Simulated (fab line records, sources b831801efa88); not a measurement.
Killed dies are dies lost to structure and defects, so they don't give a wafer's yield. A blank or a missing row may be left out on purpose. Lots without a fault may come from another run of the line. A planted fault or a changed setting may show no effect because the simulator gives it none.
fab line records | flow gf180mcu
record lots=5 wafers=15 last_day=33
route steps=602 shown V5@551 TOP_METAL@567
lots that met no fault: from a run of the same line without faults
start_h: hours from the record's first day to the start of the lot's first wafer shown | wait_h: hours since the lot's step before | " the same as in the row above | L1.1+2: a row that stands for several wafers | - no value, or no start given | * or withheld: withheld | < > ~ a bound
route shown NAME@n: a module of which the file shows steps, and the number in the route of the first | usual: mean/standard deviation of fault-free wafers | same: alike in all rows | chamber/n: place in a boat | sites: the reading at each site | _std_site: their standard deviation | _edge_site: outer sites' mean less inner sites' | radius_mm: how far each site lies from the wafer's centre | mask NAME#n: copy n | behind: the tool/chamber that last shaped the wafer | hold: why the lot was held/for how many hours/how that ended | device: the transistor (n, p or np) that didn't switch | end of line: the same wafers' tests at the end of the route | a step without rows: its recipe alone | killed: dies lost to structure and defects at the first sort, not the wafer's yield | map: a wafer's dies, x killed, . not, _ none there
set.NAME: the setting as run; set.NAME@STEP: as run at that earlier step | model.NAME: the simulator's own value behind a step, which no gauge read
lots at some steps of the route; a table a step, a row a wafer
services: from which hour (start_h, from the record's first day; less than 0 if before it) a tool's chamber was out of use, for how many hours, and why
## steps
# step GF_V5_EXPOSE_11
# recipe mask_id=Via5 target_cd_nm=260 na=0.68 source_shape=conventional sigma_outer=0.6 dose_mj=38
# usual exposure_dose_mJ_cm2=37.99/0.038 focus_offset_nm=0.0/0.53 reticle_temp_C=23.02/0.11
# columns lot.wafer tool chamber start_h wait_h mask exposure_dose_mJ_cm2 focus_offset_nm reticle_temp_C
L076.1 krf_scanner-01 0 - - Via5#0 37.99 -1.4 22.92
L076.2 " 0 " " Via5#0 37.96 -0.8 23.06
L076.3 " 0 " " Via5#0 38.02 -0.6 22.96
L078.2 krf_scanner-01 0 - - Via5#0 37.96 0.0 23.07
L078.3 " 0 " " Via5#0 38.00 0.0 22.81
L078.5 " 0 " " Via5#0 37.94 -0.4 22.75
L080.1 krf_scanner-01 0 - - Via5#0 38.02 0.6 23.26
L080.2 " 0 " " Via5#0 38.01 0.7 23.09
L080.4 " 0 " " Via5#0 38.03 0.4 23.15
L088.1 krf_scanner-01 0 - - Via5#0 37.93 1.0 22.89
L088.2 " 0 " " Via5#0 37.99 -0.1 22.97
L088.3 " 0 " " Via5#0 37.96 1.0 22.87
L091.1 krf_scanner-01 0 - - Via5#0 38.03 0.3 23.01
L091.3 " 0 " " Via5#0 37.98 1.3 23.14
L091.6 " 0 " " Via5#0 37.95 0.5 23.10
# step GF_V5_PEB_12
# recipe peb_temp_c=135 peb_time_s=90 resist=KrF
# usual exhaust_pa=45.1/0.83
# columns lot.wafer tool chamber start_h wait_h exhaust_pa
L076.1 litho_track-02 0 - - 44.1
L076.2 " 0 " " 45.4
L076.3 " 0 " " 44.5
L078.2 litho_track-04 0 - - 45.5
L078.3 " 0 " " 44.0
L078.5 " 0 " " 44.7
L080.1 litho_track-04 0 - - 44.5
L080.2 " 0 " " 44.2
L080.4 " 0 " " 44.8
L088.1 litho_track-04 0 - - 45.2
L088.2 " 0 " " 46.3
L088.3 " 0 " " 44.4
L091.1 litho_track-04 0 - - 44.1
L091.3 " 0 " " 44.3
L091.6 " 0 " " 44.3
# step GF_V5_DEVELOP_13
# recipe develop_time_s=60 resist=KrF dev_temp_c=21
# usual exhaust_pa=44.9/0.87
# columns lot.wafer tool chamber start_h wait_h exhaust_pa
L076.1 litho_track-02 0 646.71 0.2 44.7
L076.2 " 0 " " 44.4
L076.3 " 0 " " 44.7
L078.2 litho_track-04 0 666.78 0.2 46.4
L078.3 " 0 " " 46.2
L078.5 " 0 " " 45.5
L080.1 litho_track-04 0 690.01 0.2 44.0
L080.2 " 0 " " 43.0
L080.4 " 0 " " 43.4
L088.1 litho_track-04 0 737.45 0.2 43.3
L088.2 " 0 " " 44.7
L088.3 " 0 " " 45.6
L091.1 litho_track-04 0 753.55 0.2 45.1
L091.3 " 0 " " 46.6
L091.6 " 0 " " 45.7
# step GF_V5_CD_MEAS_14
# recipe target_cd_nm=260
# usual cd_nm=259.9/1.4
# columns lot.wafer tool chamber start_h wait_h cd_nm
L076.1 cd_sem-01 - 646.86 0.1 261.8
L076.2 " - " " 261.1
L076.3 " - " " 261.2
L078.2 cd_sem-01 - 666.93 0.1 258.8
L078.3 " - " " 258.8
L078.5 " - " " 257.8
L080.1 cd_sem-02 - 690.16 0.1 260.2
L080.2 " - " " 259.3
L080.4 " - " " 260.5
L088.1 cd_sem-01 - 737.64 0.2 260.2
L088.2 " - " " 260.0
L088.3 " - " " 260.2
L091.1 cd_sem-02 - 753.70 0.1 261.5
L091.3 " - " " 260.8
L091.6 " - " " 262.5
# step GF_V5_OVL_MEAS_15
# usual V5_OVL=-1/5.6
# columns lot.wafer tool chamber start_h wait_h V5_OVL[nm]
L076.1 overlay-01 - 646.98 0.1 7
L076.2 " - " " -2
L076.3 " - " " 6
L078.2 overlay-01 - 667.03 0.1 -2
L078.3 " - " " -9
L078.5 " - " " -2
L080.1 overlay-01 - 690.28 0.1 -8
L080.2 " - " " -7
L080.4 " - " " -12
L088.1 overlay-01 - 737.76 0.1 -4
L088.2 " - " " -2
L088.3 " - " " -2
L091.1 overlay-01 - 753.82 0.1 9
L091.3 " - " " 7
L091.6 " - " " 2
# step GF_V5_ETCH_16
# recipe chemistry=N2/H2 target_depth_a=withheld overetch_a=withheld time_s=withheld target=BARC ion_energy_ev=200 source_w=500 bias_w=100 pressure_mtorr=30 n2_flow_sccm=100 h2_flow_sccm=200
# usual chamber_pressure_mTorr=30.005/0.03 drypump_motor_current_A=5.7/0.31 oes_product_au=0.855/0.0048 throttle_valve_pct=13.225/0.0085
# columns lot.wafer tool chamber start_h wait_h chamber_pressure_mTorr drypump_motor_current_A oes_product_au throttle_valve_pct
L076.1 rie_diel-03 2 647.01 0.0 29.991 6.0 0.848 13.215
L076.2 " 0 " " 29.970 5.7 0.851 13.226
L076.3 " 3 " " 30.015 5.7 0.848 13.225
L078.2 rie_diel-04 3 667.06 0.0 30.023 6.2 0.850 13.242
L078.3 " 0 " " 30.035 5.5 0.849 13.240
L078.5 " 1 " " 29.997 5.0 0.857 13.213
L080.1 rie_diel-04 1 690.31 0.0 30.001 5.0 0.851 13.231
L080.2 " 2 " " 30.066 6.1 0.855 13.228
L080.4 " 0 " " 29.988 5.5 0.847 13.202
L088.1 rie_diel-03 3 737.79 0.0 30.019 5.7 0.860 13.220
L088.2 " 0 " " 30.042 5.7 0.862 13.235
L088.3 " 2 " " 29.990 5.9 0.856 13.227
L091.1 rie_diel-03 2 753.86 0.0 30.055 5.9 0.854 13.238
L091.3 " 3 " " 29.988 5.7 0.852 13.245
L091.6 " 2 " " 29.953 6.0 0.864 13.233
# step GF_V5_ETCH_17
# recipe chemistry=C4F8/O2/Ar mask_material=KrF target=SiO2 stop_on=TiN source_w=1500 bias_w=1200 pressure_mtorr=40 c4f8_flow_sccm=withheld O2_flow_sccm=6 Ar_flow_sccm=300 time_s=withheld target_depth_a=8550
# usual chamber_pressure_mTorr=40.00/0.039 oes_product_au=0.860/0.0046
# columns lot.wafer tool chamber start_h wait_h chamber_pressure_mTorr oes_product_au
L076.1 rie_diel-03 2 - - 40.03 0.859
L076.2 " 0 " " 40.05 0.864
L076.3 " 3 " " 40.06 0.856
L078.2 rie_diel-04 3 - - 40.02 0.859
L078.3 " 0 " " 40.03 0.857
L078.5 " 1 " " 40.09 0.856
L080.1 rie_diel-04 1 - - 40.00 0.854
L080.2 " 2 " " 39.97 0.854
L080.4 " 0 " " 40.02 0.856
L088.1 rie_diel-03 3 - - 39.98 0.862
L088.2 " 0 " " 39.98 0.859
L088.3 " 2 " " 39.97 0.869
L091.1 rie_diel-03 2 - - 40.02 0.854
L091.3 " 3 " " 40.00 0.865
L091.6 " 2 " " 39.95 0.864
# step GF_V5_STRIP_18
# recipe chemistry=O2/N2 power_w=1400 pressure_mtorr=1500 platen_temp_c=250 o2_flow_sccm=3000 n2_flow_sccm=300 overash_fraction=0.5
# usual chamber_pressure_mTorr=1500.0/1.3 drypump_motor_current_A=5.63/0.29 heater_power_w=349/29 oes_product_au=0.568/0.0049
# columns lot.wafer tool chamber start_h wait_h chamber_pressure_mTorr drypump_motor_current_A heater_power_w oes_product_au rf_hours_counter_h
L076.1 plasma_asher-01 0 647.17 - 1498.7 5.51 279 0.571 107
L076.2 " 1 " " 1500.3 6.25 349 0.566 107
L076.3 " 0 " " 1499.2 5.53 275 0.568 -
L078.2 plasma_asher-03 0 667.21 - 1502.3 5.65 381 0.570 23
L078.3 " 1 " " 1497.0 5.65 361 0.570 -
L078.5 " 1 " " 1500.6 5.65 366 0.560 -
L080.1 plasma_asher-04 0 690.46 - 1499.5 5.75 356 0.562 88
L080.2 " 1 " " 1498.9 5.20 328 0.568 88
L080.4 " 1 " " 1500.5 5.22 322 0.569 -
L088.1 plasma_asher-04 1 737.94 - 1501.3 5.20 326 0.569 94
L088.2 " 0 " " 1501.9 5.71 346 0.560 94
L088.3 " 1 " " 1497.8 5.21 331 0.575 -
L091.1 plasma_asher-01 0 754.01 - 1499.4 5.50 330 0.558 1
L091.3 " 0 " " 1500.4 5.49 315 0.582 -
L091.6 " 0 " " 1497.2 5.51 325 0.569 -
# step GF_V5_STRIP_19
# recipe chemistry=post_etch_residue_remover time_s=1200 temp_c=72.5
# columns lot.wafer tool chamber start_h wait_h
L076.1+2+3 wet_bench-03 0 647.27 0.1
L078.2+3+5 wet_bench-03 1 667.31 0.1
L080.1+2+4 wet_bench-04 2 690.56 0.1
L088.1+2+3 wet_bench-04 2 738.04 0.1
L091.1+3+6 wet_bench-04 1 754.11 0.1
# step GF_V5_CLEAN_20
# recipe chemistry=DIW dry=n2_spin
# columns lot.wafer tool chamber start_h wait_h
L076.1+2+3 wet_bench-03 1 647.61 0.0
L078.2+3+5 wet_bench-04 0 668.00 0.0
L080.1+2+4 wet_bench-03 3 690.94 0.0
L088.1+2+3 wet_bench-02 0 738.39 0.0
L091.1+3+6 wet_bench-02 2 754.45 0.0
# step GF_V5_SPUTTER_21
# recipe material=Ti target_thk_nm=15 chamber_pressure_pa=5 power_w=2500 substrate_temp_c=200 time_s=80.02
# usual throttle_valve_pct=30.5/1.5
# columns lot.wafer tool chamber start_h wait_h throttle_valve_pct
L076.1 pvd_sputter-01 - 647.70 0.0 29.7
L076.2 " - " " 31.9
L076.3 " - " " 29.1
L078.2 pvd_sputter-02 - 668.10 0.0 28.8
L078.3 " - " " 30.7
L078.5 " - " " 33.7
L080.1 pvd_sputter-01 - 691.03 0.0 28.8
L080.2 " - " " 28.7
L080.4 " - " " 31.5
L088.1 pvd_sputter-03 - 738.48 0.0 32.7
L088.2 " - " " 31.3
L088.3 " - " " 30.4
L091.1 pvd_sputter-03 - 754.55 0.0 30.2
L091.3 " - " " 32.6
L091.6 " - " " 30.2
# step GF_V5_SPUTTER_22
# recipe material=TiN target_thk_nm=10 chamber_pressure_pa=5 power_w=4000 time_s=40
# usual throttle_valve_pct=30.5/1.6
# columns lot.wafer tool chamber start_h wait_h throttle_valve_pct
L076.1 pvd_sputter-01 - 647.76 0.0 29.8
L076.2 " - " " 31.5
L076.3 " - " " 28.8
L078.2 pvd_sputter-02 - 668.16 0.0 28.7
L078.3 " - " " 30.5
L078.5 " - " " 33.6
L080.1 pvd_sputter-01 - 691.09 0.0 28.7
L080.2 " - " " 28.6
L080.4 " - " " 31.7
L088.1 pvd_sputter-03 - 738.54 0.0 32.6
L088.2 " - " " 31.2
L088.3 " - " " 30.3
L091.1 pvd_sputter-03 - 754.61 0.0 30.3
L091.3 " - " " 32.4
L091.6 " - " " 30.2
# step GF_V5_CVD_23
# recipe material=W target_thk_nm=350 time_s=104.9 temp_c=400 pressure_torr=40
# usual chamber_pressure_Torr=40.00/0.091 heater_power_w=823/81
# columns lot.wafer tool chamber start_h wait_h chamber_pressure_Torr heater_power_w
L076.1 cvd_w-02 1 647.80 0.0 40.00 737
L076.2 " 0 " " 39.82 731
L076.3 " 1 " " 40.01 757
L078.2 cvd_w-02 1 668.20 0.0 39.95 746
L078.3 " 0 " " 40.12 714
L078.5 " 1 " " 39.96 776
L080.1 cvd_w-02 0 691.13 0.0 40.12 725
L080.2 " 1 " " 40.21 770
L080.4 " 1 " " 39.93 743
L088.1 cvd_w-01 0 738.58 0.0 40.05 902
L088.2 " 1 " " 40.02 881
L088.3 " 1 " " 40.06 902
L091.1 cvd_w-01 1 754.65 0.0 40.07 887
L091.3 " 1 " " 40.12 893
L091.6 " 0 " " 39.96 895
# step GF_V5_RS_MEAS_24
# recipe thk_meas_gauge=four-point-probe reads=W_of_V5_CVD_23+TiN_of_V5_SPUTTER_22+Ti_of_V5_SPUTTER_21
# usual V5_W_RS=0.325/0.0031
# columns lot.wafer tool chamber start_h wait_h V5_W_RS[ohm/sq]
L076.1 film_metro-03 - 647.91 0.1 0.326
L076.2 " - " " 0.327
L076.3 " - " " 0.321
L078.2 film_metro-01 - 668.33 0.1 0.320
L078.3 " - " " 0.321
L078.5 " - " " 0.323
L080.1 film_metro-01 - 691.24 0.1 0.325
L080.2 " - " " 0.327
L080.4 " - " " 0.326
L088.1 film_metro-02 - 738.69 0.1 0.327
L088.2 " - " " 0.324
L088.3 " - " " 0.324
L091.1 film_metro-02 - 754.76 0.1 0.325
L091.3 " - " " 0.323
L091.6 " - " " 0.326
# step GF_V5_THK_MEAS_25
# recipe thk_meas_gauge=xrf reads=W_of_V5_CVD_23
# usual V5_W_THK=360/4.4
# columns lot.wafer tool chamber start_h wait_h V5_W_THK[nm]
L076.1 film_metro-03 - 648.03 0.1 357
L076.2 " - " " 359
L076.3 " - " " 367
L078.2 film_metro-01 - 668.44 0.1 362
L078.3 " - " " 360
L078.5 " - " " 356
L080.1 film_metro-01 - 691.36 0.1 357
L080.2 " - " " 353
L080.4 " - " " 358
L088.1 film_metro-02 - 738.81 0.1 358
L088.2 " - " " 361
L088.3 " - " " 361
L091.1 film_metro-02 - 754.88 0.1 360
L091.3 " - " " 365
L091.6 " - " " 360
# step GF_V5_CMP_26
# recipe stop_on=SiO2 down_force_psi=3.5 platen_rpm=60 t_overpolish_s=15 target_thk_nm=0 pad_velocity_m_s=0.94248
# usual motor_current_A=10.3/0.81 overpolish_run_s=14.999/0.0083 time_to_endpoint_s=86/3.6
# columns lot.wafer tool chamber start_h wait_h motor_current_A overpolish_run_s time_to_endpoint_s
L076.2 cmp-02 2 648.09 0.0 9.0 14.995 79
L076.3 " 0 " " 9.9 15.007 86
L076.1 " 1 " " 9.9 15.008 86
L078.2 cmp-01 1 668.49 0.0 11.9 15.006 86
L078.3 " 0 " " 11.4 14.993 88
L078.5 " 2 " " 9.4 15.009 83
L080.1 cmp-01 1 691.42 0.1 11.2 15.005 87
L080.2 " 2 " " 9.3 15.006 81
L080.4 " 0 " " 11.5 14.999 88
L088.1 cmp-01 2 738.87 0.1 9.9 14.995 80
L088.2 " 3 " " 11.3 14.993 87
L088.3 " 0 " " 11.0 14.995 87
L091.3 cmp-01 1 754.99 0.1 11.4 14.997 86
L091.1 " 3 " " 11.1 15.004 84
L091.6 " 0 " " 11.2 14.998 83
# step GF_TOP_METAL_SPUTTER_00
# recipe material=Ti target_thk_nm=37.5 arriving_ion_energy_ev=80 substrate_temp_c=200 chamber_pressure_pa=2 power_w=4000 time_s=150
# usual throttle_valve_pct=30.1/1.4
# columns lot.wafer tool chamber start_h wait_h throttle_valve_pct
L076.1 pvd_sputter-04 - 648.39 0.1 30.1
L076.2 " - " " 28.9
L076.3 " - " " 31.2
L078.2 pvd_sputter-04 - 668.79 0.2 28.9
L078.3 " - " " 30.3
L078.5 " - " " 29.0
L080.1 pvd_sputter-02 - 691.72 0.2 33.6
L080.2 " - " " 28.3
L080.4 " - " " 29.0
L088.1 pvd_sputter-04 - 739.17 0.2 30.3
L088.2 " - " " 31.3
L088.3 " - " " 29.6
L091.1 pvd_sputter-01 - 755.24 0.1 31.7
L091.3 " - " " 29.0
L091.6 " - " " 28.6
# step GF_TOP_METAL_SPUTTER_01
# recipe material=TiN target_thk_nm=30 power_w=6500 time_s=25 chamber_pressure_pa=0.4
# usual throttle_valve_pct=30.1/1.4
# columns lot.wafer tool chamber start_h wait_h throttle_valve_pct
L076.1 pvd_sputter-04 - 648.49 0.1 30.3
L076.2 " - " " 29.0
L076.3 " - " " 31.4
L078.2 pvd_sputter-04 - 668.89 0.1 28.9
L078.3 " - " " 30.2
L078.5 " - " " 29.0
L080.1 pvd_sputter-02 - 691.82 0.1 33.5
L080.2 " - " " 28.3
L080.4 " - " " 29.0
L088.1 pvd_sputter-04 - 739.27 0.1 30.4
L088.2 " - " " 31.5
L088.3 " - " " 29.6
L091.1 pvd_sputter-01 - 755.34 0.1 32.0
L091.3 " - " " 29.0
L091.6 " - " " 28.7
## services
# columns tool chamber start_h hours kind
rie_diel-04 0 616.51 6.1 repair
cvd_w-02 1 617.32 13.9 repair
wet_bench-04 - 619.37 0.5 repair
pvd_sputter-03 - 629.24 4.1 repair
wet_bench-04 - 632.14 0.6 repair
rie_diel-03 1 640.99 3.8 repair
krf_scanner-01 - 645.37 0.4 repair
plasma_asher-04 - 649.68 1.1 repair
krf_scanner-01 - 651.94 0.8 pm
krf_scanner-01 - 659.05 0.7 repair
rie_diel-03 3 660.58 13.5 repair
plasma_asher-01 - 665.03 24.9 repair
krf_scanner-01 - 670.70 1.3 pm
rie_diel-04 - 677.58 0.5 repair
pvd_sputter-04 - 699.33 1.4 repair
krf_scanner-01 - 710.38 1.0 pm
cvd_w-01 1 713.34 4.7 repair
krf_scanner-01 - 732.36 4.0 pm
plasma_asher-01 - 733.75 9.0 pm
rie_diel-04 - 738.11 1.0 repair
wet_bench-02 - 741.21 0.9 repair
rie_diel-03 3 741.53 6.8 repair
cmp-01 - 741.64 2.1 repair
cvd_w-01 1 745.34 7.8 repair
## key
fault none
